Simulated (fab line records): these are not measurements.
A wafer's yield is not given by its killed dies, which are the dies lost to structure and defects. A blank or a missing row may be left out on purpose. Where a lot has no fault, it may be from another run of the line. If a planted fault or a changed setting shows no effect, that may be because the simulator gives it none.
Comparing a struck lot with a sound one + flow sky130 + 14 out of 708 route steps
Sound: these wafers, L463.3, L463.4, L463.5. Wafers L467.1, L467.4, L467.6 were the ones struck. The cause is named last.
Order at every step that has rows: each side's tool, ch and its chambers, its first start. Under that, the readings that differ: sound wafers + struck wafers + difference of the means + sigmas: that difference in standard deviations of wafers without a fault.
alike: readings whose means differ by less than 2 such deviations, and words and numbers that are the same on both sides. not compared: withheld readings, readings that some wafer has no value for, bounds like >300 that may hide the same value, and numbers for which the record gives no deviation and whose values overlap.
The two part at a step that has a row with sigmas, a row that says differs or no value, or rows on one side only. Numbers that have no deviation but don't overlap get no sigmas and don't part them. A reading missing from all wafers of one side parts the sides only when that side holds two or more wafers.

first, 1 step without rows for these wafers: SKY_SONOS_TUNNEL_DEVELOP_06 (develop time 60 s).
SKY_SONOS_TUNNEL_CD_MEAS_07 targets a cd of 410 nm.
  sound on cd sem-02 at day 13 05:26; struck on cd sem-01 at day 14 06:07
  alike: cd nm
SKY_SONOS_TUNNEL_OVL_MEAS_08:
  sound on overlay-01 at day 13 05:32; struck on overlay-01 at day 14 06:14
  alike: SONOS_TUNNEL_OVL
then, 3 steps without rows for these wafers: SKY_SONOS_TUNNEL_IMPLANT_09; SKY_SONOS_TUNNEL_WET_ETCH_10 (etches SiO2 in dHF, target depth 14 nm, time 280 s); SKY_SONOS_TUNNEL_STRIP_11 (strips in SPM, time 600 s).
SKY_SONOS_TUNNEL_TW_MEAS_12:
  sound on film metro-01 at day 13 06:00; struck on film metro-04 at day 14 06:41
  alike: SONOS_TUNNEL_TW
then, 2 steps without rows for these wafers: SKY_SONOS_TUNNEL_CLEAN_13 (cleans in dHF, time 20 s); SKY_SONOS_ONO_OXIDATION_00 (stabilise 600 s, purge 300 s, target thk 2.6 nm).
SKY_SONOS_ONO_THK_MEAS_01:
  sound on film metro-03 at day 13 07:37; struck on film metro-03 at day 14 08:17
  alike: SONOS_ONO_OXIDATION_THK
then, 1 step without rows for these wafers: SKY_SONOS_ONO_CVD_02 (deposits Si3N4 from DCS/NH3, target thk 10.5 nm, time 180 s).
SKY_SONOS_ONO_THK_MEAS_03:
  sound on film metro-03 at day 13 08:43; struck on film metro-04 at day 14 09:51
  alike: SONOS_ONO_CVD_02_THK
SKY_SONOS_ONO_CVD_04: deposits SiO2 from SiH4/N2O, target thk 5.7199 nm.
  sound on lpcvd-03 ch 0, day 13 08:46; struck on lpcvd-03 ch 1, day 14 09:55
  no value came back on the struck wafers for pressure mtorr (mTorr), spike tc bottom C (C); on the sound wafers pressure mtorr (mTorr) reads 400.1 401.7 400.4
SKY_PAD_OPEN_PROBE_99:
  sound wafers here have rows in the record (prober-01, day 47 08:37); struck ones have none

## WHERE THEY PART
Earliest at SKY_SONOS_ONO_CVD_04; latest, in this record, at SKY_PAD_OPEN_PROBE_99.

WHY: whatever the simulator had introduced
Entire step skipped (lpcvd-03, SKY_SONOS_ONO_CVD_04), from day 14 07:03 onward. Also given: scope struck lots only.
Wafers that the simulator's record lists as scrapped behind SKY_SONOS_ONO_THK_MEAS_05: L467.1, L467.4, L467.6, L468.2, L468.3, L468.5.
